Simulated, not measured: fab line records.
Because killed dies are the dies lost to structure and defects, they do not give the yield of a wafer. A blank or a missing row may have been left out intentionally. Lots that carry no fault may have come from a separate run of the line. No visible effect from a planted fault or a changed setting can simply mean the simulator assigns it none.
Chamber matching    flow gf180mcu    GF_V5_CVD_02 on pecvd-03: 3 sister chambers
The step deposits SiO2 from TEOS, target thk 1450 nm, time 163.28 s. 3 wafers are shown with their chamber, then 9 later ones without.

== WAFERS, EACH WITH ITS CHAMBER ==
wafer   chamber  heaterPowerW (W)
L085.1  0        600
L085.3  2        656
L085.4  1        663

== WAFERS WITHOUT THEIR CHAMBER ==
wafer   heaterPowerW (W)
L086.1  617
L086.2  792
L086.3  645
L086.4  670
L086.5  635
L086.6  503
L095.1  635
L095.3  651
L095.6  530

== THE CHAMBER EACH PASSED THROUGH ==
wafer   from the rows above           in truth
L086.1  can't be placed: 0 or 2 or 1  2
L086.2  can't be placed: 1 or 2 or 0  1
L086.3  can't be placed: 2 or 1 or 0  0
L086.4  can't be placed: 1 or 2 or 0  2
L086.5  can't be placed: 2 or 1 or 0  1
L086.6  can't be placed: 0 or 2 or 1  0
L095.1  can't be placed: 2 or 1 or 0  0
L095.3  can't be placed: 2 or 1 or 0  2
L095.6  can't be placed: 0 or 2 or 1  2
0 of 9 placed correctly. Can't be placed from these rows: 9 (the true chamber is among the candidates in 9). Placed wrongly: 0.
How it was worked out, from the rows above alone: a wafer's distance from a chamber is the root of the sum, over the readings, of the square of ((its reading less the chamber's mean) divided by the reading's scatter). The wafer belongs to the nearest chamber; if the next one is less than 2 further off, it can't be placed. The mean given for a chamber averages the wafers shown for that chamber. The scatter: with one shown wafer a chamber, the root of the mean of the squares of how far each hidden wafer lies from its nearest shown one.
